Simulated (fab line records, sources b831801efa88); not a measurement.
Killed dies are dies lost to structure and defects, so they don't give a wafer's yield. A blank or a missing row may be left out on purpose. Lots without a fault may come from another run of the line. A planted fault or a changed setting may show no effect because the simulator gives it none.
Which tool did it? | flow sky130 | 6 lots, 18 wafers sampled, at 3 steps of a route of 708

WHAT THE GAUGES READ, wafer by wafer
SKY_VIA3_OVL_MEAS_13.
lot  | measured     | on         | VIA3_OVL (nm)
L200 | day 39 16:37 | overlay-02 | 0 0 -1
L203 | day 41 07:05 | overlay-01 | 10 5 5
L206 | day 43 15:32 | overlay-01 | 3 -2 -2
L212 | day 43 18:26 | overlay-01 | -6 -2 0
L215 | day 44 06:23 | overlay-01 | -11 -5 -16
L222 | day 46 11:59 | overlay-01 | -3 -4 0

WHICH TOOL RAN EACH LOT (tool, then ch and the chambers of the sampled wafers, then the start)
lot  | SKY_METAL3_ETCH_16                | SKY_VIA3_CMP_02
L200 | rie_metal-03 ch 0,1, day 38 12:52 | cmp-02 ch 0,2,3, day 38 14:04
L203 | rie_metal-04 ch 0,1, day 40 05:23 | cmp-01 ch 0,1,3, day 40 06:41
L206 | rie_metal-02 ch 0,1, day 42 14:08 | cmp-01 ch 0,2,3, day 42 15:17
L212 | rie_metal-04 ch 0,1, day 42 16:32 | cmp-02 ch 2,3, day 42 17:53
L215 | rie_metal-03 ch 0,1, day 43 06:53 | cmp-02 ch 0,1,3, day 43 08:04
L222 | rie_metal-04 ch 0,1, day 45 13:08 | cmp-01 ch 0,1,2, day 45 14:32
- SKY_METAL3_ETCH_16: etches BARC in N2/H2, stops on SiO2, time 88.2 s, target depth 60 nm.
- SKY_VIA3_CMP_02: polishes SiO2.

THE ANSWER, worked out from the rows above alone
Rule: what is usual is taken from the lots themselves. Put in order of their means at a reading, lots are off if they are a third of the lots or fewer, leave a main group of 4 or more, and stand apart from it by a gap of 3 or more times the standard deviation of the main group's means; of several such gaps the widest counts. A main group whose means are all the same, to the digits that the tables above print for the reading, isn't used. A lot without any number at a reading at which 4 lots or more have one is off too. The other lots that the step has rows for count as sound.
No lot is off at any reading shown: from this, nothing can be told.

WHAT THE SIMULATOR HAD PUT IN
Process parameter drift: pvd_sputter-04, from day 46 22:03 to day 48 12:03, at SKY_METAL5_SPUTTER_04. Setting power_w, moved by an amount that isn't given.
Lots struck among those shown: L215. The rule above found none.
